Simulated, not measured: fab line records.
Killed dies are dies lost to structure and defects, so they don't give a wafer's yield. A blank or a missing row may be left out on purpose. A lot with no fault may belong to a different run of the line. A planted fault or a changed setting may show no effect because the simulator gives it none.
One fault through the eyes of 2 desks || flow sky130 || what lay behind the numbers comes last; until then each desk has only its own

== AT THE TOOL OWNER'S DESK: pvd sputter-01 ==
The tool's own readings at SKY_METAL1_SPUTTER_02 (material AlCu, target thk 250 nm, time 13.3 s): means of the sampled wafers that have a number, for each lot that ran on this tool. A lot is out of limits, marked OUT, if its mean lies more than 4 standard deviations from the usual mean; the brackets give that distance.
Columns: A = throttle valve pct at SKY_METAL1_SPUTTER_02, usual 30.0 %
{"lot": "L969", "first seen here": "day 33 02:50", "A": 30.4}
{"lot": "L970", "first seen here": "day 33 04:56", "A": 30.5}
{"lot": "L975", "first seen here": "day 34 22:04", "A": 28.9}
{"lot": "L977", "first seen here": "day 35 07:35", "A": 29.6}
{"lot": "L981", "first seen here": "day 37 00:10", "A": 29.3}
{"lot": "L982", "first seen here": "day 37 05:50", "A": 29.8}
{"lot": "L983", "first seen here": "day 37 13:34", "A": 29.8}
{"lot": "L992", "first seen here": "day 39 15:54", "A": 29.8}
This desk's finding: nothing out of limits on any of the 8 lots.

== FROM THE METROLOGY DESK ==
Lot by lot, what the gauges showed, no matter which tool ran the lot: averages of those sampled wafers that carry a number. A lot is out of limits, marked OUT, if its mean lies more than 4 standard deviations from the usual mean; the brackets give that distance.
Columns: A = CONTACT_W_RS at SKY_CONTACT_RS_MEAS_25, usual 0.334 ohm/sq; B = METAL1_ALCU_RS at SKY_METAL1_RS_MEAS_05, usual 0.1269 ohm/sq; C = METAL1_ALCU_THK at SKY_METAL1_THK_MEAS_06, usual 246 nm
{"lot": "L969", "first seen here": "day 33 02:20", "A": 0.332, "B": 0.1285, "C": 240}
{"lot": "L970", "first seen here": "day 33 04:27", "A": 0.336, "B": 0.1267, "C": 245}
{"lot": "L972", "first seen here": "day 33 16:55", "A": 0.330, "B": 0.1290, "C": 240}
{"lot": "L971", "first seen here": "day 33 21:22", "A": 0.335, "B": 0.1276, "C": 248}
{"lot": "L973", "first seen here": "day 34 00:59", "A": 0.332, "B": 0.1262, "C": 248}
{"lot": "L975", "first seen here": "day 34 21:35", "A": 0.332, "B": 0.1258, "C": 247}
{"lot": "L976", "first seen here": "day 35 02:43", "A": 0.334, "B": 0.1268, "C": 248}
{"lot": "L977", "first seen here": "day 35 07:04", "A": 0.337, "B": 0.1255, "C": 249}
{"lot": "L981", "first seen here": "day 36 23:42", "A": 0.334, "B": "0.0753 (-34) OUT", "C": "415 (+50) OUT"}
{"lot": "L982", "first seen here": "day 37 05:19", "A": 0.335, "B": "0.0924 (-23) OUT", "C": "354 (+32) OUT"}
{"lot": "L983", "first seen here": "day 37 12:31", "A": 0.333, "B": "0.1107 (-11) OUT", "C": "302 (+16) OUT"}
{"lot": "L987", "first seen here": "day 38 11:47", "A": 0.334, "B": 0.1270, "C": 247}
{"lot": "L988", "first seen here": "day 38 16:08", "A": 0.331, "B": 0.1263, "C": 247}
{"lot": "L990", "first seen here": "day 39 10:35", "A": 0.335, "B": 0.1275, "C": 244}
{"lot": "L992", "first seen here": "day 39 15:22", "A": 0.334, "B": 0.1263, "C": 251}
Per this desk, out of limits: L981, L982, L983; the first was L981, day 37 00:19 (METAL1_ALCU_RS at SKY_METAL1_RS_MEAS_05). In limits: L969, L970, L972, L971, L973, L975, L976, L977, L987, L988, L990, L992.

== BROUGHT TOGETHER ==
At day 37 00:19 the metrology desk could have sounded an alarm, on L981, L982, L983.
The desk of the tool owner found nothing out of limits.
On record at the tool owner's desk: L981, L982, L983, within its limits.
SKY_METAL1_SPUTTER_02 was run on pvd sputter-01 by each of the lots named.

== WHAT THE SIMULATOR HAD INSERTED ==
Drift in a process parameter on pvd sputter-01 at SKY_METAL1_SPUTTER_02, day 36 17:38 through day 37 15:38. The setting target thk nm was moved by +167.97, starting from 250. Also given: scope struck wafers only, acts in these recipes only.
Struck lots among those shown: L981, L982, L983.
Time in hours between the start of the fault and the first out-of-limits reading at each desk: metrology desk, 7.
